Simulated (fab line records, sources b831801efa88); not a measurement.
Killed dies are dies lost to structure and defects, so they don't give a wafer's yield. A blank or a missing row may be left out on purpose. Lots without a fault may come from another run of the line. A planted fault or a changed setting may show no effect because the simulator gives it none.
One fault seen from 2 desks | flow sfq_line | each desk has only its own numbers; what lay behind them comes last

THE TOOL OWNER'S DESK: pvd_sputter-05
The tool's own readings at SFQ_TRILAYER_R5_DEP_SPUTTER_132 (material Ti, target thk 5 nm, time 5 s): means of the sampled wafers that have a number, for each lot that ran on this tool. A lot is out of limits, marked OUT, if its mean lies more than 4 standard deviations from the usual mean; the brackets give that distance.
Columns: A = cathode_dc_power_W at SFQ_TRILAYER_R5_DEP_SPUTTER_132, usual 2000.0 W; B = throttle_valve_pct at SFQ_TRILAYER_R5_DEP_SPUTTER_132, usual 30.4 %
lot  | first seen here | A      | B
L225 | day 61 09:05    | 2000.0 | 29.6
L227 | day 61 12:05    | 1999.8 | 30.3
L231 | day 61 18:05    | 2000.1 | 29.2
This desk's finding: nothing out of limits on any of the 3 lots.

THE METROLOGY DESK
What the gauges read, lot by lot, whatever tool the lot ran on: means of the sampled wafers that have a number. A lot is out of limits, marked OUT, if its mean lies more than 4 standard deviations from the usual mean; the brackets give that distance.
Columns: A = M5_OVL at SFQ_M5_OVL_MEAS_932, usual 0 nm
lot  | first seen here | A
L215 | day 45 13:11    | -2
L224 | day 60 05:54    | 2
L225 | day 60 07:06    | 0
L227 | day 60 09:29    | 0
L231 | day 60 20:42    | 1
L233 | day 60 23:07    | -3
This desk's finding: nothing out of limits on any of the 6 lots.

PUT TOGETHER
The tool owner's desk saw nothing out of limits.
The metrology desk saw nothing out of limits.

WHAT THE SIMULATOR HAD PUT IN
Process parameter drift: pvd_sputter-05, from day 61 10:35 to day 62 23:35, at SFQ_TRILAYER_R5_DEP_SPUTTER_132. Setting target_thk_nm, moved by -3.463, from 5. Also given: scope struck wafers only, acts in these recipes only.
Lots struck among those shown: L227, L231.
